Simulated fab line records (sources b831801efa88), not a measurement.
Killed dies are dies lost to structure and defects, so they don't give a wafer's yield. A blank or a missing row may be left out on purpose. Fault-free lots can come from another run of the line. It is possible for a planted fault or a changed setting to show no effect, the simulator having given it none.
Chamber matching :: flow sky130 :: SKY_VIA3_CMP_24 on cmp-01 has 4 sister chambers
The step polishes, stops on SiO2, t overpolish 20 s, target thk 0 nm. 14 wafers are shown with their chamber, then 7 later ones without.

WAFERS WITH THEIR CHAMBER
wafer: L681.2
chamber: 2
motorCurrentA (A): 11.9
overpolishRunS (s): 20.001
timeToEndpointS (s): 99

wafer: L681.3
chamber: 1
motorCurrentA (A): 12.7
overpolishRunS (s): 20.006
timeToEndpointS (s): 100

wafer: L681.5
chamber: 0
motorCurrentA (A): 11.4
overpolishRunS (s): 19.997
timeToEndpointS (s): 98

wafer: L680.2
chamber: 0
motorCurrentA (A): 12.5
overpolishRunS (s): 19.982
timeToEndpointS (s): 96

wafer: L680.3
chamber: 1
motorCurrentA (A): 13.1
overpolishRunS (s): 20.010
timeToEndpointS (s): 97

wafer: L680.5
chamber: 3
motorCurrentA (A): 9.5
overpolishRunS (s): 19.994
timeToEndpointS (s): 99

wafer: L684.1
chamber: 0
motorCurrentA (A): 12.0
overpolishRunS (s): 19.999
timeToEndpointS (s): 99

wafer: L684.2
chamber: 1
motorCurrentA (A): 12.2
overpolishRunS (s): 19.998
timeToEndpointS (s): 100

wafer: L684.4
chamber: 3
motorCurrentA (A): 10.1
overpolishRunS (s): 19.980
timeToEndpointS (s): 104

wafer: L687.4
chamber: 2
motorCurrentA (A): 11.1
overpolishRunS (s): 20.009
timeToEndpointS (s): 99

wafer: L687.5
chamber: 0
motorCurrentA (A): 12.4
overpolishRunS (s): 19.996
timeToEndpointS (s): 101

wafer: L687.6
chamber: 1
motorCurrentA (A): 12.4
overpolishRunS (s): 20.004
timeToEndpointS (s): 103

wafer: L693.2
chamber: 2
motorCurrentA (A): 11.7
overpolishRunS (s): 20.007
timeToEndpointS (s): 97

wafer: L693.3
chamber: 0
motorCurrentA (A): 12.1
overpolishRunS (s): 19.992
timeToEndpointS (s): 95

SIGNATURES (means of the wafers above)
reading: motorCurrentA
chamber 0: 12.080
chamber 1: 12.600
chamber 2: 11.567
chamber 3: 9.800
scatter within a chamber: 0.416

reading: overpolishRunS
chamber 0: 19.99320
chamber 1: 20.00450
chamber 2: 20.00567
chamber 3: 19.98700
scatter within a chamber: 0.00625

reading: timeToEndpointS
chamber 0: 97.80
chamber 1: 100.00
chamber 2: 98.33
chamber 3: 101.50
scatter within a chamber: 2.37
Rule: distance of a wafer from a chamber = root of the sum over the readings of ((wafer's reading minus chamber's mean) / reading's scatter) squared. The wafer belongs to the nearest chamber; if the next one is less than 2 further off, it can't be placed. The scatter: take each reading less its chamber's mean, square it, sum over the shown wafers, divide by the number of wafers less the number of chambers, and take the root.

WAFERS WHOSE CHAMBER IS MISSING
wafer: L693.5
motorCurrentA (A): 11.6
overpolishRunS (s): 19.987
timeToEndpointS (s): 95

wafer: L699.3
motorCurrentA (A): 13.5
overpolishRunS (s): 20.000
timeToEndpointS (s): 97

wafer: L699.4
motorCurrentA (A): 12.4
overpolishRunS (s): 19.992
timeToEndpointS (s): 93

wafer: L699.5
motorCurrentA (A): 10.0
overpolishRunS (s): 19.985
timeToEndpointS (s): 98

wafer: L698.3
motorCurrentA (A): 13.5
overpolishRunS (s): 19.983
timeToEndpointS (s): 95

wafer: L698.5
motorCurrentA (A): 13.5
overpolishRunS (s): 20.005
timeToEndpointS (s): 91

wafer: L698.6
motorCurrentA (A): 11.7
overpolishRunS (s): 19.996
timeToEndpointS (s): 95

THE CHAMBER EACH PASSED THROUGH
wafer: L693.5
from the rows above: can't be placed: 0 or 2
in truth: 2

wafer: L699.3
from the rows above: can't be placed: 1 or 0
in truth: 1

wafer: L699.4
from the rows above: can't be placed: 0 or 1 or 2
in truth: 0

wafer: L699.5
from the rows above: 3
in truth: 3

wafer: L698.3
from the rows above: can't be placed: 0 or 1
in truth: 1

wafer: L698.5
from the rows above: can't be placed: 1 or 0 or 2
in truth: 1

wafer: L698.6
from the rows above: can't be placed: 0 or 2 or 1
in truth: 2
Correctly placed: 1 of 7. Unplaceable from these rows: 6, with the true chamber sitting among the candidates in 6. Number placed wrongly: 0.
